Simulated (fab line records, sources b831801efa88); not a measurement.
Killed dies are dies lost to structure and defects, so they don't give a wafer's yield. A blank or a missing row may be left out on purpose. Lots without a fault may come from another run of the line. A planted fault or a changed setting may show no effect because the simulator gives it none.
Chamber matching | flow gf180mcu | GF_V4_CMP_26 on cmp-02: 4 sister chambers
The step polishes, stops on SiO2, t overpolish 15 s, target thk 0 nm. 4 wafers are shown with their chamber, then 7 later ones without.

WAFERS WITH THEIR CHAMBER
wafer  | chamber | motor_current_A (A)
L830.6 | 3       | 12.9
L829.2 | 1       | 10.3
L832.2 | 0       | 12.1
L832.3 | 2       | 11.7

WAFERS WITHOUT THEIR CHAMBER
wafer  | motor_current_A (A)
L832.4 | 10.8
L834.2 | 10.0
L834.3 | 11.9
L834.5 | 12.9
L835.3 | 11.7
L835.4 | 12.9
L835.5 | 12.3

WHICH CHAMBER EACH WENT THROUGH
wafer  | from the rows above          | in truth
L832.4 | can't be placed: 1 or 2      | 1
L834.2 | 1                            | 1
L834.3 | can't be placed: 0 or 2      | 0
L834.5 | 3                            | 3
L835.3 | can't be placed: 2 or 0      | 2
L835.4 | 3                            | 3
L835.5 | can't be placed: 0 or 3 or 2 | 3
Placed correctly: 3 of 7. Can't be placed from these rows: 4 (the true chamber is among the candidates in 4). Placed wrongly: 0.
How it was worked out, from the rows above alone: a wafer's distance from a chamber is the root of the sum, over the readings, of the square of ((its reading less the chamber's mean) divided by the reading's scatter). The wafer belongs to the nearest chamber; if the next one is less than 2 further off, it can't be placed. A chamber's mean is the mean of its shown wafers. The scatter: with one shown wafer a chamber, the root of the mean of the squares of how far each hidden wafer lies from its nearest shown one.
